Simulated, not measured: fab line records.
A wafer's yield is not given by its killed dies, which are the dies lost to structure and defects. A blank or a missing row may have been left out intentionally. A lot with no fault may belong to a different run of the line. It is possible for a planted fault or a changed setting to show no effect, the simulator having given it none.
Commonality check across tools | flow sky130 | Lots sampled 11, wafers sampled 33

## REASON IT WAS OPENED
SKY_VIA2_THK_MEAS_01, reading VIA2_HDPCVD_THK: flagged on 2 of 11 lots. No-fault wafers: 1179 nm, standard deviation 12.
Rule: a lot is flagged when every wafer of it that has a number lies more than 4 standard deviations from that mean, or none has a number. All remaining lots are regarded as sound.

lot  | measured     | on            | VIA2_HDPCVD_THK (nm), wafer by wafer | flag
L389 | day 35 13:04 | film_metro-04 | 1164 1181 1158                       |
L390 | day 35 20:01 | film_metro-01 | 1163 1182 1171                       |
L391 | day 36 00:22 | film_metro-03 | 1191 1165 1189                       |
L392 | day 36 10:35 | film_metro-04 | 1177 1161 1169                       |
L401 | day 39 07:02 | film_metro-01 | 1781 1772 1784                       | FLAGGED
L402 | day 39 12:28 | film_metro-01 | 1758 1762 1774                       | FLAGGED
L408 | day 41 08:59 | film_metro-01 | 1200 1210 1191                       |
L409 | day 41 11:35 | film_metro-01 | 1189 1155 1184                       |
L410 | day 41 18:04 | film_metro-03 | 1163 1196 1181                       |
L411 | day 42 03:20 | film_metro-04 | 1161 1192 1166                       |
L412 | day 42 08:53 | film_metro-04 | 1173 1188 1178                       |
The numbers of the flagged lots are 1772 nm on average: +593 nm against the usual, or +49 standard deviations.

## EACH LOT AND THE TOOL IT RAN ON
2 process steps preceding the reading are held in the record, out of 708 steps in the route. In each cell: the tool, then ch and the chambers that the sampled wafers went through, then the start.
lot  | flag    | SKY_METAL2_SPUTTER_02        | SKY_VIA2_HDPCVD_00
L389 |         | pvd_sputter-04, day 34 09:25 | hdpcvd-01 ch 0,1,2, day 35 12:57
L390 |         | pvd_sputter-04, day 34 15:57 | hdpcvd-01 ch 0,1,2, day 35 19:55
L391 |         | pvd_sputter-02, day 34 20:09 | hdpcvd-02 ch 0,1,2, day 36 00:14
L392 |         | pvd_sputter-04, day 35 06:46 | hdpcvd-01 ch 0,1, day 36 10:27
L401 | FLAGGED | pvd_sputter-03, day 38 04:19 | hdpcvd-01 ch 0,2, day 39 06:55
L402 | FLAGGED | pvd_sputter-02, day 38 10:46 | hdpcvd-01 ch 0,1, day 39 12:20
L408 |         | pvd_sputter-03, day 40 07:25 | hdpcvd-02 ch 1,2, day 41 08:52
L409 |         | pvd_sputter-04, day 40 10:37 | hdpcvd-02 ch 1,2, day 41 11:28
L410 |         | pvd_sputter-04, day 40 16:25 | hdpcvd-02 ch 0,1,2, day 41 17:56
L411 |         | pvd_sputter-02, day 41 01:44 | hdpcvd-02 ch 0,1, day 42 03:13
L412 |         | pvd_sputter-02, day 41 07:52 | hdpcvd-02 ch 0,2, day 42 08:44
What these steps do:
- SKY_METAL2_SPUTTER_02: material AlCu, target thk 250 nm, time 13.3 s.
- SKY_VIA2_HDPCVD_00: deposits SiO2, target thk 1180 nm, time 196.7 s.
- SKY_VIA2_THK_MEAS_01

## FLAGGED OVER TOTAL, TOOL BY TOOL (the gauges that took the reading come last)
step                  | tool           | lots run | flagged | share of the flagged lots | sound lots run after its first flagged lot
SKY_METAL2_SPUTTER_02 | pvd_sputter-02 | 4        | 1       | some                      | 2 (L411,L412)
SKY_METAL2_SPUTTER_02 | pvd_sputter-03 | 2        | 1       | some                      | 1 (L408)
SKY_METAL2_SPUTTER_02 | pvd_sputter-04 | 5        | 0       | none                      | -
SKY_VIA2_HDPCVD_00    | hdpcvd-01      | 5        | 2       | all                       | 0
SKY_VIA2_HDPCVD_00    | hdpcvd-02      | 6        | 0       | none                      | -
SKY_VIA2_THK_MEAS_01  | film_metro-01  | 5        | 2       | all                       | 2 (L408,L409)
SKY_VIA2_THK_MEAS_01  | film_metro-03  | 2        | 0       | none                      | -
SKY_VIA2_THK_MEAS_01  | film_metro-04  | 4        | 0       | none                      | -

## WHAT THE TABLE ALLOWS
Every flagged lot went through 2 rows of the table: hdpcvd-01 at SKY_VIA2_HDPCVD_00 and film_metro-01 at SKY_VIA2_THK_MEAS_01.
- hdpcvd-01 at SKY_VIA2_HDPCVD_00: 2 of its 5 lots flagged. Its last sound lot is L392 (day 36 10:27), its first flagged lot L401 (day 39 06:55): a fault that began between those two fits. Its own readings lie more than 4 standard deviations out on every wafer of the flagged lots: sih4_flow_sccm.
- film_metro-01 at SKY_VIA2_THK_MEAS_01: 2 of its 5 lots flagged. Sound lots followed the first flagged one (L408, L409) on it, something a lasting fault affecting the whole tool could not allow.
hdpcvd-01 at SKY_VIA2_HDPCVD_00 is the single tool remaining.

## WHAT THE SIMULATOR PUT IN
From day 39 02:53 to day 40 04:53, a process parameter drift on hdpcvd-01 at SKY_VIA2_HDPCVD_00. Setting sih4_flow_sccm shifted by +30 from 60. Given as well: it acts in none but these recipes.
Struck lots among those shown: L401, L402. This agrees with what the rule above found.
